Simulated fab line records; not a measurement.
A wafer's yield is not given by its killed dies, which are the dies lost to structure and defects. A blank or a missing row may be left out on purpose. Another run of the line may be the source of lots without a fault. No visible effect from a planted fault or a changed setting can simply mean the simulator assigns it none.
A lot that was struck, set against a sound lot    flow sky130    43 steps out of a route of 708
Sound: wafers L733.2, L733.5, L733.6. Struck: wafers L747.1, L747.2, L747.3. The cause comes at the end.
Per side, at each step with rows, come the tool, then ch with its chambers, and then its first start. Under that, the readings that differ: sound wafers    struck wafers    difference of the means    sigmas: that difference in standard deviations of wafers without a fault.
alike: same words and numbers on both sides, and readings whose means sit less than 2 such deviations apart. not compared: any withheld reading, any reading some wafer has no value for, any bound like >300 that may hide the same value, and any number with overlapping values for which the record gives no deviation.
Wherever a step has rows on one side only, a row that says differs or no value, or a row with sigmas, the two part there. Numbers that don't overlap but have no deviation are shown without sigmas and don't part them. A reading missing from all wafers of one side parts the sides only when that side holds two or more wafers.

first, 5 steps without rows for these wafers: SKY_VIA2_STRIP_16 (strips in O2/N2); SKY_VIA2_STRIP_17 (strips in post etch residue remover, time 1200 s); SKY_VIA2_CLEAN_18 (cleans in IPA, time 180 s); SKY_VIA2_CLEAN_19 (cleans in O3/DIW); SKY_VIA2_SPUTTER_20 (material TiN, target thk 20 nm, time 80 s).
SKY_VIA2_CVD_21: deposits W, target thk 420 nm, time 126.4 s.
  sound on cvdW-02 ch 0,1, day 37 20:11; struck on cvdW-01 ch 0,1, day 41 13:47
  alike: heaterPowerW
SKY_VIA2_RS_MEAS_22: the measuring method here is four-point-probe.
  sound: filmMetro-02 at day 37 20:23; struck: filmMetro-02 at day 41 13:55
  alike: VIA2_W_RS
SKY_VIA2_THK_MEAS_23: measures by xrf.
  sound: filmMetro-02 at day 37 20:30; struck: filmMetro-02 at day 41 14:02
  alike: VIA2_W_THK
SKY_VIA2_CMP_24: polishes, stops on SiO2, t overpolish 20 s, target thk 0 nm.
  sound on cmp-01 ch 1,2, day 37 20:36; struck on cmp-01 ch 0,1,2, day 41 14:09
  alike: motorCurrentA, overpolishRunS, timeToEndpointS
SKY_METAL3_SPUTTER_00: material Ti, target thk 15 nm, time 10 s.
  sound: pvdSputter-01 at day 37 20:51; struck: pvdSputter-04 at day 41 14:24
  alike: throttleValvePct
SKY_METAL3_SPUTTER_01: material TiN, target thk 20 nm, time 16.7 s.
  sound: pvdSputter-01 at day 37 20:53; struck: pvdSputter-04 at day 41 14:25
  alike: throttleValvePct
then, 1 step without rows for these wafers: SKY_METAL3_SPUTTER_02 (material AlCu, target thk 735 nm, time 39.1 s).
SKY_METAL3_SPUTTER_03: material Ti, target thk 5 nm, time 3.3 s.
  sound: pvdSputter-01 at day 37 20:56; struck: pvdSputter-04 at day 41 14:29
  alike: throttleValvePct
then, 2 steps without rows for these wafers: SKY_METAL3_SPUTTER_04 (material TiN, target thk 70 nm, time 58.3 s); SKY_CAPM_CVD_00 (deposits SiO2, target thk 15.5 nm).
SKY_CAPM_THK_MEAS_01:
  sound: filmMetro-01 at day 37 21:02; struck: filmMetro-04 at day 41 14:35
  alike: CAPM_CVD_00_THK
then, 1 step without rows for these wafers: SKY_CAPM_SPUTTER_02 (material TiN, target thk 200 nm, time 166.7 s).
SKY_CAPM_RS_MEAS_03: the measuring method here is four-point-probe.
  sound: filmMetro-01 at day 37 21:13; struck: filmMetro-01 at day 41 14:45
reading               sound           struck          difference  sigmas
CAPM_TIN_RS (ohm/sq)  6.87 6.88 6.88  7.04 7.06 7.05  +0.17       +3
SKY_CAPM_THK_MEAS_04: measures by xrf.
  sound: filmMetro-01 at day 37 21:20; struck: filmMetro-01 at day 41 14:52
  alike: CAPM_TIN_THK
then, 7 steps without rows for these wafers: SKY_CAPM_DEHYDRATE_05 (time 60 s); SKY_CAPM_HMDS_06 (prime time 60 s); SKY_CAPM_COAT_07 (resist thk 1140 nm); SKY_CAPM_SOFTBAKE_08 (time 60 s); SKY_CAPM_EXPOSE_09 (exposes mask CAPM, target cd 1000 nm); SKY_CAPM_PEB_10; SKY_CAPM_DEVELOP_11 (develop time 60 s).
SKY_CAPM_OVL_MEAS_12:
  sound: overlay-02 at day 38 22:23; struck: overlay-01 at day 42 14:19
  alike: CAPM_OVL
then, 1 step without rows for these wafers: SKY_CAPM_METAL_ETCH_13 (etches TiN in Cl2/BCl3, stops on SiO2, target depth 220 nm, time 62.9 s).
SKY_CAPM_STRIP_14: strips in O2/N2.
  sound on plasmaAsher-03 ch 0,1, day 38 22:31; struck on plasmaAsher-02 ch 0,1, day 42 14:28
  alike: drypumpMotorCurrentA, oesProductAu, stripTimeToEndpointS
  not compared: rfHoursCounterH
then, 11 steps without rows for these wafers: SKY_CAPM_STRIP_15 (strips in post etch residue remover, time 1200 s); SKY_CAPM_CLEAN_16 (cleans in IPA, time 180 s); SKY_CAPM_CLEAN_17 (cleans in O3/DIW); SKY_METAL3_DEHYDRATE_05 (time 60 s); SKY_METAL3_HMDS_06 (prime time 60 s); SKY_METAL3_COAT_07 (resist thk 60 nm); SKY_METAL3_COAT_08 (resist thk 1140 nm); SKY_METAL3_SOFTBAKE_09 (time 90 s); SKY_METAL3_EXPOSE_10 (exposes mask MM3, target cd 300 nm); SKY_METAL3_PEB_11; SKY_METAL3_DEVELOP_12 (develop time 60 s).
SKY_METAL3_CD_MEAS_13 targets a cd of 300 nm.
  sound: cdSem-02 at day 39 23:47; struck: cdSem-01 at day 43 13:55
reading    sound              struck             difference  sigmas
cdNm (nm)  297.2 297.2 298.7  301.4 299.6 299.9  +2.6        +2
SKY_METAL3_OVL_MEAS_14:
  sound: overlay-01 at day 39 23:54; struck: overlay-01 at day 43 14:02
  alike: METAL3_OVL
-- the record jumps here: 6 days lie between the struck wafers' starts before and after (it left off in module METAL3 and takes up again in module PAD_OPEN, whose first step shown is number 708 of the route) --
SKY_PAD_OPEN_PROBE_99:
  rows exist in the record for the struck wafers here (prober-02, day 49 20:06), but not for the sound ones

WHERE THEY PART
Last at SKY_PAD_OPEN_PROBE_99 as far as this record goes, first at SKY_CAPM_RS_MEAS_03.

WHY: whatever the simulator had introduced
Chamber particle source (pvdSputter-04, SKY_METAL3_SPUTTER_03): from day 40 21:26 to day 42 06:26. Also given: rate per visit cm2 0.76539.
